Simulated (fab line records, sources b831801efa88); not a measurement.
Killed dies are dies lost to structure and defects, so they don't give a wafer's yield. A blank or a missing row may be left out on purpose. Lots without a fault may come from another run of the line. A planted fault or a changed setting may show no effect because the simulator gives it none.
fab line records | flow sky130 | part 1 of 2: steps 1 to 25 of 34
record lots=5 wafers=15 last_day=49
route steps=708 shown CAP2M@616 METAL4@621 VIA4@639
lots that met no fault: from a run of the same line without faults
start_h: hours from the record's first day to the start of the lot's first wafer shown | wait_h: hours since the lot's step before | " the same as in the row above | L1.1+2: a row that stands for several wafers | - no value, or no start given | * or withheld: withheld | < > ~ a bound
route shown NAME@n: a module of which the file shows steps, and the number in the route of the first | usual: mean/standard deviation of fault-free wafers | same: alike in all rows | chamber/n: place in a boat | sites: the reading at each site | _std_site: their standard deviation | _edge_site: outer sites' mean less inner sites' | radius_mm: how far each site lies from the wafer's centre | mask NAME#n: copy n | behind: the tool/chamber that last shaped the wafer | hold: why the lot was held/for how many hours/how that ended | device: the transistor (n, p or np) that didn't switch | end of line: the same wafers' tests at the end of the route | a step without rows: its recipe alone | killed: dies lost to structure and defects at the first sort, not the wafer's yield | map: a wafer's dies, x killed, . not, _ none there
set.NAME: the setting as run; set.NAME@STEP: as run at that earlier step | model.NAME: the simulator's own value behind a step, which no gauge read
lots at some steps of the route; a table a step, a row a wafer
services: from which hour (start_h, from the record's first day; less than 0 if before it) a tool's chamber was out of use, for how many hours, and why
## steps
# step SKY_CAP2M_METAL_ETCH_13
# recipe target_depth_nm=220 stop_on=SiO2 chemistry=Cl2/BCl3 target=TiN pressure_mtorr=10 icp_w=900 bias_w=48.5 Cl2_flow_sccm=60 bcl3_flow_sccm=30 time_s=62.9
# usual drypump_motor_current_A=5.72/0.12 oes_product_au=0.942/0.0091 throttle_valve_pct=21.901/0.011
# columns lot.wafer tool chamber start_h wait_h drypump_motor_current_A oes_product_au rf_hours_counter_h throttle_valve_pct
L077.1 rie_metal-04 1 989.44 0.0 5.53 0.935 19 21.908
L077.4 " 0 " " 5.72 0.954 - 21.880
L077.6 " 1 " " 5.49 0.937 - 21.900
L079.1 rie_metal-03 1 998.09 0.0 5.89 0.922 9 21.910
L079.4 " 1 " " 5.89 0.951 - 21.881
L079.6 " 1 " " 5.86 0.949 - 21.898
L084.1 rie_metal-01 0 1020.37 0.0 5.72 0.947 10 21.905
L084.2 " 1 " " 5.92 0.946 20 21.895
L084.6 " 0 " " 5.73 0.937 - 21.898
L090.2 rie_metal-04 1 1053.59 0.0 5.51 0.949 0 21.899
L090.3 " 1 " " 5.53 0.944 - 21.905
L090.6 " 0 " " 5.70 0.950 - 21.909
L091.1 rie_metal-01 0 1073.39 0.0 5.68 0.938 15 21.890
L091.4 " 0 " " 5.70 0.935 - 21.901
L091.6 " 0 " " 5.72 0.943 - 21.897
# step SKY_CAP2M_STRIP_14
# recipe chemistry=O2/N2 power_w=1400 pressure_mtorr=1500 platen_temp_c=withheld o2_flow_sccm=3000 n2_flow_sccm=300 overash_fraction=0.5
# usual drypump_motor_current_A=5.6/0.39 oes_product_au=0.710/0.0048 strip_time_to_endpoint_s=12.68/0.042
# columns lot.wafer tool chamber start_h wait_h drypump_motor_current_A oes_product_au rf_hours_counter_h strip_time_to_endpoint_s
L077.1 plasma_asher-02 1 989.51 0.1 5.3 0.708 26 12.68
L077.4 " 0 " " 5.6 0.709 - 12.64
L077.6 " 0 " " 5.6 0.704 - 12.67
L079.1 plasma_asher-02 0 998.16 0.1 5.7 0.707 27 12.57
L079.4 " 1 " " 5.3 0.716 - 12.60
L079.6 " 1 " " 5.3 0.712 - 12.65
L084.1 plasma_asher-02 1 1020.44 0.1 5.3 0.704 29 12.62
L084.2 " 0 " " 5.6 0.714 29 12.64
L084.6 " 0 " " 5.6 0.706 - 12.65
L090.2 plasma_asher-04 1 1053.66 0.1 6.5 0.714 90 12.64
L090.3 " 0 " " 6.0 0.704 - 12.61
L090.6 " 0 " " 6.0 0.707 - 12.68
L091.1 plasma_asher-01 1 1073.46 0.1 5.3 0.704 1 12.71
L091.4 " 1 " " 5.3 0.722 - 12.71
L091.6 " 0 " " 6.0 0.709 - 12.76
# step SKY_CAP2M_STRIP_15
# recipe chemistry=post_etch_residue_remover time_s=1200 temp_c=72.5
# columns lot.wafer tool chamber start_h wait_h
L077.1+4+6 wet_bench-03 3 989.61 0.1
L079.1+4+6 wet_bench-03 3 998.26 0.1
L084.1+2+6 wet_bench-04 2 1020.54 0.1
L090.2+3+6 wet_bench-03 1 1053.76 0.1
L091.1+4+6 wet_bench-02 3 1073.56 0.1
# step SKY_CAP2M_CLEAN_16
# recipe chemistry=IPA time_s=180 temp_c=25
# columns lot.wafer tool chamber start_h wait_h
L077.1+4+6 wet_bench-02 0 989.96 0.0
L079.1+4+6 wet_bench-04 0 998.60 0.0
L084.1+2+6 wet_bench-03 3 1020.89 0.0
L090.2+3+6 wet_bench-04 3 1054.10 0.0
L091.1+4+6 wet_bench-02 0 1073.94 0.0
# step SKY_CAP2M_CLEAN_17
# recipe chemistry=O3/DIW dry=n2_spin
# columns lot.wafer tool chamber start_h wait_h
L077.1+4+6 wet_bench-04 0 990.01 0.0
L079.1+4+6 wet_bench-03 2 998.67 0.0
L084.1+2+6 wet_bench-02 3 1020.95 0.0
L090.2+3+6 wet_bench-03 3 1054.16 0.0
L091.1+4+6 wet_bench-04 0 1074.00 0.0
# step SKY_METAL4_DEHYDRATE_05
# recipe temp_c=200 time_s=60
# usual chill_plate_temp_C=23.00/0.1
# columns lot.wafer tool chamber start_h wait_h chill_plate_temp_C
L077.1 litho_track-03 0 1001.13 10.9 22.97
L077.4 " 0 " " 22.95
L077.6 " 0 " " 22.90
L079.1 litho_track-04 0 1010.38 11.6 22.95
L079.4 " 0 " " 22.95
L079.6 " 0 " " 22.98
L084.1 litho_track-03 0 1031.88 10.8 23.15
L084.2 " 0 " " 23.01
L084.6 " 0 " " 23.03
L090.2 litho_track-03 0 1064.20 9.9 22.99
L090.3 " 0 " " 23.16
L090.6 " 0 " " 23.13
L091.1 litho_track-04 0 1083.88 9.8 23.04
L091.4 " 0 " " 23.01
L091.6 " 0 " " 23.12
# step SKY_METAL4_HMDS_06
# recipe prime_time_s=60 prime_temp_c=120
# usual chill_plate_temp_C=22.98/0.091
# columns lot.wafer tool chamber start_h wait_h chill_plate_temp_C
L077.1 litho_track-03 0 1001.28 0.1 22.94
L077.4 " 0 " " 22.84
L077.6 " 0 " " 22.97
L079.1 litho_track-04 0 1010.53 0.1 23.02
L079.4 " 0 " " 23.15
L079.6 " 0 " " 22.91
L084.1 litho_track-03 0 1032.03 0.1 22.93
L084.2 " 0 " " 23.02
L084.6 " 0 " " 23.01
L090.2 litho_track-03 0 1064.35 0.1 22.92
L090.3 " 0 " " 22.87
L090.6 " 0 " " 22.89
L091.1 litho_track-04 0 1084.03 0.1 22.91
L091.4 " 0 " " 22.96
L091.6 " 0 " " 22.96
# step SKY_METAL4_COAT_07
# recipe resist=BARC temp_c=withheld time_s=withheld spin_rpm=3000 resist_thk_nm=60
# usual chill_plate_temp_C=* dispense_pressure_kPa=55/3.3 spin_speed_rpm=2999.9/2.2
# columns lot.wafer tool chamber start_h wait_h chill_plate_temp_C dispense_pressure_kPa spin_speed_rpm
L077.1 litho_track-03 0 1001.43 0.1 * 58 3000.5
L077.4 " 0 " " * 58 2994.8
L077.6 " 0 " " * 58 2999.9
L079.1 litho_track-04 0 1010.68 0.1 * 56 3000.7
L079.4 " 0 " " * 56 3000.2
L079.6 " 0 " " * 56 3000.7
L084.1 litho_track-03 0 1032.18 0.1 * 58 3006.7
L084.2 " 0 " " * 58 3003.1
L084.6 " 0 " " * 58 3001.9
L090.2 litho_track-03 0 1064.50 0.1 * 58 2998.3
L090.3 " 0 " " * 58 3002.0
L090.6 " 0 " " * 58 3002.8
L091.1 litho_track-04 0 1084.18 0.1 * 56 3001.0
L091.4 " 0 " " * 56 3001.8
L091.6 " 0 " " * 56 3001.3
# step SKY_METAL4_COAT_08
# recipe resist=KrF-thick spin_rpm=3000 resist_thk_nm=1140
# usual chill_plate_temp_C=23.00/0.12 dispense_pressure_kPa=55/3.4 spin_speed_rpm=2999.9/2.2
# columns lot.wafer tool chamber start_h wait_h chill_plate_temp_C dispense_pressure_kPa spin_speed_rpm
L077.1 litho_track-03 0 - - 23.08 58 2999.7
L077.4 " 0 " " 23.02 58 2997.7
L077.6 " 0 " " 23.05 58 2996.3
L079.1 litho_track-04 0 - - 23.01 56 3002.8
L079.4 " 0 " " 23.10 56 3001.3
L079.6 " 0 " " 23.00 56 3001.3
L084.1 litho_track-03 0 - - 23.08 58 2998.3
L084.2 " 0 " " 23.09 58 2998.4
L084.6 " 0 " " 23.01 58 3000.2
L090.2 litho_track-03 0 - - 23.06 58 2997.8
L090.3 " 0 " " 22.85 58 2996.8
L090.6 " 0 " " 23.27 58 3003.0
L091.1 litho_track-04 0 - - 22.72 56 2999.9
L091.4 " 0 " " 22.83 56 3000.5
L091.6 " 0 " " 22.78 56 3002.0
# step SKY_METAL4_SOFTBAKE_09
# recipe temp_c=100 time_s=90 resist=KrF-thick
# usual chill_plate_temp_C=22.98/0.13
# columns lot.wafer tool chamber start_h wait_h chill_plate_temp_C
L077.1 litho_track-03 0 - - 22.91
L077.4 " 0 " " 22.88
L077.6 " 0 " " 22.75
L079.1 litho_track-04 0 - - 22.94
L079.4 " 0 " " 22.88
L079.6 " 0 " " 22.82
L084.1 litho_track-03 0 - - 23.09
L084.2 " 0 " " 23.11
L084.6 " 0 " " 23.05
L090.2 litho_track-03 0 - - 22.81
L090.3 " 0 " " 22.95
L090.6 " 0 " " 22.76
L091.1 litho_track-04 0 - - 22.95
L091.4 " 0 " " 23.00
L091.6 " 0 " " 23.04
# step SKY_METAL4_EXPOSE_10
# recipe mask_id=MM4 na=0.68 source_shape=annular sigma_inner=0.4 sigma_outer=0.8 target_cd_nm=300 dose_mj=28
# usual focus_offset_nm=0.0/0.49
# same sigma_outer=0.8
# columns lot.wafer tool chamber start_h wait_h mask focus_offset_nm
L077.1 krf_scanner-01 0 - - MM4#0 -1.1
L077.4 " 0 " " MM4#0 -0.2
L077.6 " 0 " " MM4#0 -0.4
L079.1 krf_scanner-01 0 - - MM4#0 0.0
L079.4 " 0 " " MM4#0 -0.1
L079.6 " 0 " " MM4#0 -0.1
L084.1 krf_scanner-01 0 - - MM4#0 -0.2
L084.2 " 0 " " MM4#0 -0.2
L084.6 " 0 " " MM4#0 -1.0
L090.2 krf_scanner-02 0 - - MM4#0 0.0
L090.3 " 0 " " MM4#0 -0.7
L090.6 " 0 " " MM4#0 -1.1
L091.1 krf_scanner-02 0 - - MM4#0 0.2
L091.4 " 0 " " MM4#0 0.3
L091.6 " 0 " " MM4#0 -0.1
# step SKY_METAL4_PEB_11
# recipe peb_temp_c=withheld peb_time_s=withheld resist=KrF-thick
# usual chill_plate_temp_C=*
# columns lot.wafer tool chamber start_h wait_h chill_plate_temp_C
L077.1 litho_track-01 0 - - *
L077.4 " 0 " " *
L077.6 " 0 " " *
L079.1 litho_track-01 0 - - *
L079.4 " 0 " " *
L079.6 " 0 " " *
L084.1 litho_track-04 0 - - *
L084.2 " 0 " " *
L084.6 " 0 " " *
L090.2 litho_track-01 0 - - *
L090.3 " 0 " " *
L090.6 " 0 " " *
L091.1 litho_track-03 0 - - *
L091.4 " 0 " " *
L091.6 " 0 " " *
# step SKY_METAL4_DEVELOP_12
# recipe develop_time_s=60 resist=KrF-thick dev_temp_c=21
# usual chill_plate_temp_C=23.00/0.094
# columns lot.wafer tool chamber start_h wait_h chill_plate_temp_C
L077.1 litho_track-01 0 - - 22.88
L077.4 " 0 " " 22.89
L077.6 " 0 " " 22.83
L079.1 litho_track-01 0 - - 23.07
L079.4 " 0 " " 23.18
L079.6 " 0 " " 22.95
L084.1 litho_track-04 0 - - 22.86
L084.2 " 0 " " 22.93
L084.6 " 0 " " 23.14
L090.2 litho_track-01 0 - - 22.91
L090.3 " 0 " " 22.90
L090.6 " 0 " " 22.95
L091.1 litho_track-03 0 - - 23.08
L091.4 " 0 " " 23.16
L091.6 " 0 " " 23.05
# step SKY_METAL4_CD_MEAS_13
# recipe target_cd_nm=300
# usual cd_nm=300.6/1.4
# columns lot.wafer tool chamber start_h wait_h cd_nm
L077.1 cd_sem-02 - 1013.25 - 300.9
L077.4 " - " " 300.5
L077.6 " - " " 299.9
L079.1 cd_sem-01 - 1022.25 - 299.8
L079.4 " - " " 301.0
L079.6 " - " " 300.6
L084.1 cd_sem-01 - 1043.58 - 298.0
L084.2 " - " " 300.1
L084.6 " - " " 299.9
L090.2 cd_sem-02 - 1075.47 - 299.5
L090.3 " - " " 301.0
L090.6 " - " " 300.0
L091.1 cd_sem-01 - 1094.23 - 301.5
L091.4 " - " " 302.5
L091.6 " - " " 302.9
# step SKY_METAL4_OVL_MEAS_14
# usual METAL4_OVL=1/5
# columns lot.wafer tool chamber start_h wait_h METAL4_OVL[nm]
L077.1 overlay-01 - 1013.37 0.1 3
L077.4 " - " " 0
L077.6 " - " " 2
L079.1 overlay-02 - 1022.37 0.1 2
L079.4 " - " " -6
L079.6 " - " " -1
L084.1 overlay-02 - 1043.70 0.1 0
L084.2 " - " " 4
L084.6 " - " " 6
L090.2 overlay-01 - 1075.58 0.1 -4
L090.3 " - " " 5
L090.6 " - " " -7
L091.1 overlay-01 - 1094.35 0.1 1
L091.4 " - " " -9
L091.6 " - " " -8
# step SKY_METAL4_DESCUM_15
# recipe chemistry=O2 source_power_w=150 bias_power_w=0 pressure_mtorr=10 temp_c=40 time_s=8
# usual drypump_motor_current_A=5.71/0.23 oes_product_au=0.997/0.0082
# columns lot.wafer tool chamber start_h wait_h drypump_motor_current_A oes_product_au rf_hours_counter_h
L077.1 rie_metal-03 0 1013.41 0.0 5.66 0.997 16
L077.4 " 0 " " 5.69 0.997 -
L077.6 " 0 " " 5.67 0.998 -
L079.1 rie_metal-03 1 1022.41 0.0 5.89 1.000 9
L079.4 " 0 " " 5.60 0.994 -
L079.6 " 1 " " 5.87 1.000 -
L084.1 rie_metal-04 0 1043.74 0.0 5.71 0.983 21
L084.2 " 0 " " 5.70 0.993 -
L084.6 " 0 " " 5.69 0.979 -
L090.2 rie_metal-02 0 1075.61 0.0 6.27 0.988 17
L090.3 " 0 " " 6.27 0.992 -
L090.6 " 1 " " 5.26 0.994 -
L091.1 rie_metal-03 0 1094.38 0.0 5.65 0.996 21
L091.4 " 0 " " 5.70 0.999 -
L091.6 " 0 " " 5.64 1.009 -
# step SKY_METAL4_ETCH_16
# recipe chemistry=N2/H2 target=BARC ion_energy_ev=200 bias_w=100 pressure_mtorr=30 n2_flow_sccm=100 h2_flow_sccm=200 icp_w=500 stop_on=SiO2 time_s=88.2 target_depth_a=600
# usual drypump_motor_current_A=5.72/0.23 oes_product_au=0.625/0.0051 throttle_valve_pct=13.205/0.0085
# columns lot.wafer tool chamber start_h wait_h drypump_motor_current_A oes_product_au rf_hours_counter_h throttle_valve_pct
L077.1 rie_metal-03 0 1013.44 0.0 5.66 0.629 16 13.205
L077.4 " 0 " " 5.65 0.622 - 13.221
L077.6 " 0 " " 5.69 0.627 - 13.196
L079.1 rie_metal-03 1 1022.44 0.0 5.87 0.625 10 13.203
L079.4 " 0 " " 5.64 0.621 - 13.183
L079.6 " 1 " " 5.88 0.623 - 13.214
L084.1 rie_metal-04 0 1043.80 0.1 5.72 0.630 21 13.211
L084.2 " 0 " " 5.71 0.622 - 13.195
L084.6 " 0 " " 5.72 0.615 - 13.202
L090.2 rie_metal-02 0 1075.64 0.0 6.29 0.619 17 13.203
L090.3 " 0 " " 6.28 0.622 - 13.217
L090.6 " 1 " " 5.29 0.619 - 13.206
L091.1 rie_metal-03 0 1094.41 0.0 5.69 0.615 21 13.191
L091.4 " 0 " " 5.69 0.635 - 13.199
L091.6 " 0 " " 5.73 0.628 - 13.206
# step SKY_METAL4_ETCH_17
# recipe target=SiO2 stop_on=TiN chemistry=C4F8/O2/Ar source_w=1500 bias_w=1200 pressure_mtorr=40 c4f8_flow_sccm=withheld O2_flow_sccm=6 Ar_flow_sccm=300 time_s=3.9 target_depth_a=150
# usual oes_product_au=0.755/0.0077
# columns lot.wafer tool chamber start_h wait_h oes_product_au rf_hours_counter_h
L077.1 rie_diel-04 1 1013.54 0.1 0.752 14
L077.4 " 3 " " 0.755 -
L077.6 " 1 " " 0.753 -
L079.1 rie_diel-04 0 1022.54 0.1 0.759 9
L079.4 " 3 " " 0.749 4
L079.6 " 3 " " 0.758 -
L084.1 rie_diel-02 3 1044.00 0.2 0.750 13
L084.2 " 1 " " 0.748 8
L084.6 " 2 " " 0.745 -
L090.2 rie_diel-03 0 1075.74 0.1 0.754 6
L090.3 " 1 " " 0.749 20
L090.6 " 3 " " 0.759 -
L091.1 rie_diel-04 1 1094.51 0.1 0.757 17
L091.4 " 3 " " 0.754 6
L091.6 " 2 " " 0.756 -
# step SKY_METAL4_METAL_ETCH_18
# recipe target_depth_a=8450 stop_on=SiO2 over_etch_frac=0.3 time_s=183.1 chemistry=Cl2/BCl3 resist_sidewall_deg=88 pressure_mtorr=10 icp_w=900 bias_w=48.5 Cl2_flow_sccm=60 bcl3_flow_sccm=30
# usual drypump_motor_current_A=5.7/0.36 oes_product_au=0.863/0.0068 throttle_valve_pct=22.264/0.008
# columns lot.wafer tool chamber start_h wait_h drypump_motor_current_A oes_product_au rf_hours_counter_h throttle_valve_pct
L077.1 rie_metal-02 1 1013.55 0.0 5.3 0.868 4 22.262
L077.4 " 1 " " 5.3 0.863 - 22.256
L077.6 " 1 " " 5.3 0.873 - 22.253
L079.1 rie_metal-02 1 1022.55 0.0 5.3 0.867 5 22.253
L079.4 " 1 " " 5.3 0.872 - 22.268
L079.6 " 0 " " 6.3 0.860 - 22.253
L084.1 rie_metal-02 0 1044.02 0.0 6.3 0.860 15 22.270
L084.2 " 1 " " 5.3 0.863 7 22.254
L084.6 " 1 " " 5.3 0.848 - 22.261
L090.2 rie_metal-03 1 1075.75 0.0 5.8 0.873 13 22.266
L090.3 " 0 " " 5.7 0.862 - 22.276
L090.6 " 1 " " 5.9 0.866 - 22.260
L091.1 rie_metal-04 1 1094.53 0.0 5.5 0.855 3 22.258
L091.4 " 0 " " 5.7 0.857 - 22.268
L091.6 " 0 " " 5.7 0.852 - 22.273
# step SKY_METAL4_STRIP_19
# recipe chemistry=O2/N2 power_w=1400 pressure_mtorr=1500 platen_temp_c=withheld o2_flow_sccm=3000 n2_flow_sccm=300 overash_fraction=0.5
# usual drypump_motor_current_A=5.4/0.45 oes_product_au=0.503/0.005 strip_time_to_endpoint_s=6.56/0.074
# columns lot.wafer tool chamber start_h wait_h drypump_motor_current_A oes_product_au rf_hours_counter_h strip_time_to_endpoint_s
L077.1 plasma_asher-02 1 1013.79 0.2 5.3 0.500 28 6.58
L077.4 " 1 " " 5.3 0.504 - 6.63
L077.6 " 0 " " 5.7 0.513 - 6.61
L079.1 plasma_asher-01 1 1022.73 0.1 5.3 0.499 117 6.53
L079.4 " 0 " " 6.0 0.511 - 6.56
L079.6 " 1 " " 5.3 0.502 - 6.46
L084.1 plasma_asher-03 0 1044.19 0.1 4.7 0.501 58 6.48
L084.2 " 1 " " 5.9 0.507 58 6.60
L084.6 " 0 " " 4.7 0.518 - 6.61
L090.2 plasma_asher-01 1 1075.93 0.1 5.3 0.496 1 6.53
L090.3 " 0 " " 6.0 0.505 - 6.56
L090.6 " 1 " " 5.3 0.498 - 6.56
L091.1 plasma_asher-02 1 1094.71 0.1 5.3 0.500 36 6.52
L091.4 " 1 " " 5.2 0.509 - 6.60
L091.6 " 1 " " 5.3 0.504 - 6.57
# step SKY_METAL4_STRIP_20
# recipe chemistry=post_etch_residue_remover time_s=1200 temp_c=72.5
# columns lot.wafer tool chamber start_h wait_h
L077.1+4+6 wet_bench-04 0 1013.96 0.1
L079.1+4+6 wet_bench-03 3 1022.83 0.1
L084.1+2+6 wet_bench-01 0 1044.29 0.1
L090.2+3+6 wet_bench-03 0 1076.03 0.1
L091.1+4+6 wet_bench-03 3 1094.81 0.1
# step SKY_METAL4_CLEAN_21
# recipe chemistry=IPA time_s=180 temp_c=25
# columns lot.wafer tool chamber start_h wait_h
L077.1+4+6 wet_bench-01 3 1014.30 0.0
L079.1+4+6 wet_bench-01 1 1023.17 0.0
L084.1+2+6 wet_bench-04 1 1044.64 0.0
L090.2+3+6 wet_bench-04 2 1076.37 0.0
L091.1+4+6 wet_bench-04 2 1095.55 0.0
# step SKY_METAL4_CLEAN_22
# recipe chemistry=O3/DIW dry=n2_spin
# columns lot.wafer tool chamber start_h wait_h
L077.1+4+6 wet_bench-04 0 1014.36 0.0
L079.1+4+6 wet_bench-04 3 1023.23 0.0
L084.1+2+6 wet_bench-03 1 1044.70 0.0
L090.2+3+6 wet_bench-01 0 1076.43 0.0
L091.1+4+6 wet_bench-01 3 1095.61 0.0
# step SKY_VIA4_HDPCVD_00
# recipe material=SiO2 target_thk_nm=1750 sigma_open_frac=0.3 time_s=291.7 temp_c=400 sih4_flow_sccm=60 pressure_mtorr=6
# columns lot.wafer tool chamber start_h wait_h
L077.1+4+6 hdpcvd-02 1,2,0 1014.45 0.0
L079.1+4+6 hdpcvd-02 1,1,0 1023.32 0.0
L084.1+2+6 hdpcvd-02 1,2,1 1044.79 0.0
L090.2+3+6 hdpcvd-01 1,1,2 1076.52 0.0
L091.1+4+6 hdpcvd-01 2,1,2 1095.71 0.0
# step SKY_VIA4_THK_MEAS_01
# recipe reads=SiO2_of_VIA4_HDPCVD_00
# usual VIA4_HDPCVD_THK=1755/23
# columns lot.wafer tool chamber start_h wait_h VIA4_HDPCVD_THK[nm]
L077.1 film_metro-04 - 1014.63 0.1 1758
L077.4 " - " " 1765
L077.6 " - " " 1769
L079.1 film_metro-04 - 1023.50 0.1 1763
L079.4 " - " " 1747
L079.6 " - " " 1752
L084.1 film_metro-04 - 1044.97 0.1 1754
L084.2 " - " " 1755
L084.6 " - " " 1780
L090.2 film_metro-04 - 1076.80 0.2 1737
L090.3 " - " " 1751
L090.6 " - " " 1761
L091.1 film_metro-04 - 1095.89 0.1 1765
L091.4 " - " " 1743
L091.6 " - " " 1766
